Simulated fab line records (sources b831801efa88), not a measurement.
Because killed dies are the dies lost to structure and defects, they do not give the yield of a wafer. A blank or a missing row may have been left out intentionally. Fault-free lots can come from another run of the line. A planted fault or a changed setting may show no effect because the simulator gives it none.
What tool caused it? :: flow sky130 :: Sampling: 11 lots, 33 wafers, 7 of 708 route steps

## WHAT EACH GAUGE READ, for each wafer
SKY_SD_P_OVL_MEAS_08.
lot: L385
measured: day 24 22:22
on: overlay-01
SD_P_OVL (nm): -2.0 -1.0 -3.2

lot: L386
measured: day 25 04:08
on: overlay-01
SD_P_OVL (nm): 0.0 -0.3 2.5

lot: L393
measured: day 28 00:14
on: overlay-01
SD_P_OVL (nm): 1.1 -1.4 1.8

lot: L395
measured: day 29 08:45
on: overlay-02
SD_P_OVL (nm): 2.8 0.4 0.8

lot: L400
measured: day 30 09:08
on: overlay-02
SD_P_OVL (nm): 0.9 -1.4 -1.2

lot: L401
measured: day 30 12:53
on: overlay-01
SD_P_OVL (nm): 0.3 -0.9 -1.1

lot: L403
measured: day 31 05:59
on: overlay-01
SD_P_OVL (nm): -0.7 -0.9 0.0

lot: L404
measured: day 31 17:15
on: overlay-02
SD_P_OVL (nm): -0.3 -2.0 -0.6

lot: L405
measured: day 32 04:37
on: overlay-01
SD_P_OVL (nm): -1.0 1.2 -0.4

lot: L407
measured: day 32 13:56
on: overlay-01
SD_P_OVL (nm): -0.1 0.1 -0.9

lot: L408
measured: day 32 19:14
on: overlay-01
SD_P_OVL (nm): 2.1 -1.5 -1.4

SKY_SD_P_TW_MEAS_11.
lot: L385
measured: day 24 22:40
on: film metro-04
SD_P_TW: 2849 2858 2869

lot: L386
measured: day 25 04:26
on: film metro-04
SD_P_TW: 2874 2898 2881

lot: L393
measured: day 28 00:31
on: film metro-02
SD_P_TW: 2574 2576 2578

lot: L395
measured: day 29 09:02
on: film metro-02
SD_P_TW: 2542 2546 2543

lot: L400
measured: day 30 09:26
on: film metro-04
SD_P_TW: 2855 2859 2848

lot: L401
measured: day 30 13:10
on: film metro-01
SD_P_TW: 2828 2830 2824

lot: L403
measured: day 31 06:16
on: film metro-04
SD_P_TW: 2863 2858 2847

lot: L404
measured: day 31 17:32
on: film metro-02
SD_P_TW: 2799 2794 2803

lot: L405
measured: day 32 04:54
on: film metro-01
SD_P_TW: 2823 2818 2820

lot: L407
measured: day 32 14:14
on: film metro-02
SD_P_TW: 2824 2827 2826

lot: L408
measured: day 32 19:32
on: film metro-01
SD_P_TW: 2826 2824 2832

SKY_SD_N_RS_MEAS_17: measures by four-point-probe.
lot: L385
measured: day 27 07:44
on: film metro-02
SD_P_RS (ohm/sq): 147.4 147.0 147.2

lot: L386
measured: day 27 13:40
on: film metro-02
SD_P_RS (ohm/sq): 147.2 146.5 146.2

lot: L393
measured: day 30 08:19
on: film metro-01
SD_P_RS (ohm/sq): 154.6 154.5 154.9

lot: L395
measured: day 31 15:37
on: film metro-01
SD_P_RS (ohm/sq): 154.8 154.8 154.7

lot: L400
measured: day 32 15:41
on: film metro-04
SD_P_RS (ohm/sq): 146.8 146.7 146.6

lot: L401
measured: day 32 19:21
on: film metro-02
SD_P_RS (ohm/sq): 146.9 146.7 146.5

lot: L403
measured: day 33 10:53
on: film metro-01
SD_P_RS (ohm/sq): 146.9 147.0 146.9

lot: L404
measured: day 34 00:18
on: film metro-02
SD_P_RS (ohm/sq): 147.1 146.9 146.6

lot: L405
measured: day 34 09:49
on: film metro-02
SD_P_RS (ohm/sq): 146.8 146.5 147.0

lot: L407
measured: day 34 19:20
on: film metro-02
SD_P_RS (ohm/sq): 146.4 146.8 146.9

lot: L408
measured: day 35 01:13
on: film metro-04
SD_P_RS (ohm/sq): 146.8 147.1 146.8

SKY_METAL1_CD_MEAS_15: target cd 140 nm.
lot: L385
measured: day 32 02:59
on: cd sem-02
cd nm (nm): 135.5 136.8 135.9

lot: L386
measured: day 32 10:39
on: cd sem-02
cd nm (nm): 140.2 139.9 140.9

lot: L393
measured: day 34 23:20
on: cd sem-01
cd nm (nm): 140.3 141.8 139.3

lot: L395
measured: day 36 07:58
on: cd sem-02
cd nm (nm): 141.1 142.2 141.5

lot: L400
measured: day 37 07:35
on: cd sem-01
cd nm (nm): 139.4 139.3 138.6

lot: L401
measured: day 37 11:40
on: cd sem-01
cd nm (nm): 140.5 141.9 140.9

lot: L403
measured: day 38 06:20
on: cd sem-01
cd nm (nm): 142.3 141.7 141.8

lot: L404
measured: day 38 16:59
on: cd sem-01
cd nm (nm): 138.5 137.6 137.4

lot: L405
measured: day 39 01:24
on: cd sem-01
cd nm (nm): 138.5 138.1 137.9

lot: L407
measured: day 39 11:31
on: cd sem-02
cd nm (nm): 136.3 136.6 136.9

lot: L408
measured: day 39 16:32
on: cd sem-01
cd nm (nm): 137.8 139.1 139.1

SKY_VIA1_THK_MEAS_01.
lot: L385
measured: day 32 04:25
on: film metro-02
VIA1_HDPCVD_THK (nm): 1020 1034 1033

lot: L386
measured: day 32 11:46
on: film metro-01
VIA1_HDPCVD_THK (nm): 1054 1050 1051

lot: L393
measured: day 35 00:25
on: film metro-04
VIA1_HDPCVD_THK (nm): 1022 1021 1024

lot: L395
measured: day 36 09:02
on: film metro-04
VIA1_HDPCVD_THK (nm): 1036 1037 1036

lot: L400
measured: day 37 08:37
on: film metro-02
VIA1_HDPCVD_THK (nm): 1046 1034 1055

lot: L401
measured: day 37 12:43
on: film metro-01
VIA1_HDPCVD_THK (nm): 1026 1023 1020

lot: L403
measured: day 38 07:25
on: film metro-01
VIA1_HDPCVD_THK (nm): 1028 1029 1024

lot: L404
measured: day 38 18:02
on: film metro-02
VIA1_HDPCVD_THK (nm): 1027 1026 1037

lot: L405
measured: day 39 02:28
on: film metro-04
VIA1_HDPCVD_THK (nm): 1027 1029 1013

lot: L407
measured: day 39 12:34
on: film metro-04
VIA1_HDPCVD_THK (nm): 1011 1024 1010

lot: L408
measured: day 39 17:34
on: film metro-02
VIA1_HDPCVD_THK (nm): 1018 1030 1031

## TOOL THAT RAN EACH LOT (tool first, then ch and the chambers of the sampled wafers, then the start)
lot: L385
SKY_SD_P_IMPLANT_09: implanter-04 ch 0, day 24 22:27
SKY_SD_P_STRIP_10: plasma asher-01 ch 0,1, day 24 22:35

lot: L386
SKY_SD_P_IMPLANT_09: implanter-04 ch 0, day 25 04:11
SKY_SD_P_STRIP_10: plasma asher-03 ch 0,1, day 25 04:20

lot: L393
SKY_SD_P_IMPLANT_09: implanter-04 ch 0, day 28 00:16
SKY_SD_P_STRIP_10: plasma asher-01 ch 0,1, day 28 00:25

lot: L395
SKY_SD_P_IMPLANT_09: implanter-04 ch 0, day 29 08:47
SKY_SD_P_STRIP_10: plasma asher-03 ch 0,1, day 29 08:56

lot: L400
SKY_SD_P_IMPLANT_09: implanter-01 ch 0, day 30 09:12
SKY_SD_P_STRIP_10: plasma asher-01 ch 0, day 30 09:19

lot: L401
SKY_SD_P_IMPLANT_09: implanter-01 ch 0, day 30 12:55
SKY_SD_P_STRIP_10: plasma asher-02 ch 0, day 30 13:04

lot: L403
SKY_SD_P_IMPLANT_09: implanter-01 ch 0, day 31 06:02
SKY_SD_P_STRIP_10: plasma asher-01 ch 0,1, day 31 06:10

lot: L404
SKY_SD_P_IMPLANT_09: implanter-04 ch 0, day 31 17:19
SKY_SD_P_STRIP_10: plasma asher-01 ch 0,1, day 31 17:26

lot: L405
SKY_SD_P_IMPLANT_09: implanter-03 ch 0, day 32 04:40
SKY_SD_P_STRIP_10: plasma asher-01 ch 0,1, day 32 04:47

lot: L407
SKY_SD_P_IMPLANT_09: implanter-04 ch 0, day 32 13:59
SKY_SD_P_STRIP_10: plasma asher-02 ch 0,1, day 32 14:08

lot: L408
SKY_SD_P_IMPLANT_09: implanter-04 ch 0, day 32 19:18
SKY_SD_P_STRIP_10: plasma asher-01 ch 0,1, day 32 19:25
- SKY_SD_P_IMPLANT_09
- SKY_SD_P_STRIP_10: strips in O2/N2.

## AS READ BY THE TOOLS THEMSELVES (means over the sampled wafers that have a number; for cases with no such wafer, the mark the record gives instead)
SKY_SD_P_IMPLANT_09.
lot: L385
tool: implanter-04
beam on s (s): 14.9
dose ions cm2: 3.0038e+15
faraday current uA: 11013

lot: L386
tool: implanter-04
beam on s (s): 15.2
dose ions cm2: 3.0004e+15
faraday current uA: 10849

lot: L393
tool: implanter-04
beam on s (s): 10.1
dose ions cm2: 1.8733e+15
faraday current uA: 10106

lot: L395
tool: implanter-04
beam on s (s): 9.8
dose ions cm2: 1.8713e+15
faraday current uA: 10451

lot: L400
tool: implanter-01
beam on s (s): 17.1
dose ions cm2: 3.0010e+15
faraday current uA: 9690

lot: L401
tool: implanter-01
beam on s (s): 16.6
dose ions cm2: 2.9995e+15
faraday current uA: 9923

lot: L403
tool: implanter-01
beam on s (s): 17.3
dose ions cm2: 3.0026e+15
faraday current uA: 9514

lot: L404
tool: implanter-04
beam on s (s): 15.3
dose ions cm2: 3.0015e+15
faraday current uA: 10790

lot: L405
tool: implanter-03
beam on s (s): 14.8
dose ions cm2: 3.0020e+15
faraday current uA: 11086

lot: L407
tool: implanter-04
beam on s (s): 14.8
dose ions cm2: 3.0022e+15
faraday current uA: 11157

lot: L408
tool: implanter-04
beam on s (s): 14.9
dose ions cm2: 3.0024e+15
faraday current uA: 11068

SKY_SD_P_STRIP_10.
lot: L385
tool: plasma asher-01
drypump motor current A (A): 5.5
oes product au (a.u.): 0.616
strip time to endpoint s (s): 17.35

lot: L386
tool: plasma asher-03
drypump motor current A (A): 5.9
oes product au (a.u.): 0.616
strip time to endpoint s (s): 17.46

lot: L393
tool: plasma asher-01
drypump motor current A (A): 5.6
oes product au (a.u.): 0.638
strip time to endpoint s (s): 16.49

lot: L395
tool: plasma asher-03
drypump motor current A (A): 5.9
oes product au (a.u.): 0.639
strip time to endpoint s (s): 16.42

lot: L400
tool: plasma asher-01
drypump motor current A (A): 5.7
oes product au (a.u.): 0.619
strip time to endpoint s (s): 17.45

lot: L401
tool: plasma asher-02
drypump motor current A (A): 5.2
oes product au (a.u.): 0.621
strip time to endpoint s (s): 17.34

lot: L403
tool: plasma asher-01
drypump motor current A (A): 5.6
oes product au (a.u.): 0.612
strip time to endpoint s (s): 17.37

lot: L404
tool: plasma asher-01
drypump motor current A (A): 5.5
oes product au (a.u.): 0.618
strip time to endpoint s (s): 17.41

lot: L405
tool: plasma asher-01
drypump motor current A (A): 5.6
oes product au (a.u.): 0.614
strip time to endpoint s (s): 17.37

lot: L407
tool: plasma asher-02
drypump motor current A (A): 6.1
oes product au (a.u.): 0.613
strip time to endpoint s (s): 17.33

lot: L408
tool: plasma asher-01
drypump motor current A (A): 5.5
oes product au (a.u.): 0.616
strip time to endpoint s (s): 17.30

## THE ANSWER, worked out from the rows above alone
Rule: usual is defined by the lots themselves. The widest of any qualifying gaps counts: lots, ordered by their means at a reading, are off when they make up no more than a third of the lots, leave a main group of 4 or more, and stand apart from it by 3 or more times the standard deviation of that group's means. If all means in a main group match to the digits the tables above print for the reading, that group is not used. Also off: a lot with no number at a reading for which 4 or more lots have one. All remaining lots with rows at the step are treated as sound. First the gauges in route order, then the tools' own readings, where a lot's mean is used as printed above. At the first step where some lot is off, the reading lying furthest off is the one used; lots without a number count as furthest.
Off: at SKY_SD_P_TW_MEAS_11 (SD_P_TW), L393, L395. For the main group the mean is 2839 and the standard deviation 24.
If a tool, at a process step before that reading, ran all the lots that are off and no sound lot after the first of them, it fits. The gauges at SKY_SD_P_TW_MEAS_11 aren't tried: what is off there is off at SKY_SD_N_RS_MEAS_17 too, on other tools, and a gauge's error can't cause that. None of those tried fits.

## WHAT THE SIMULATOR HAD PUT IN
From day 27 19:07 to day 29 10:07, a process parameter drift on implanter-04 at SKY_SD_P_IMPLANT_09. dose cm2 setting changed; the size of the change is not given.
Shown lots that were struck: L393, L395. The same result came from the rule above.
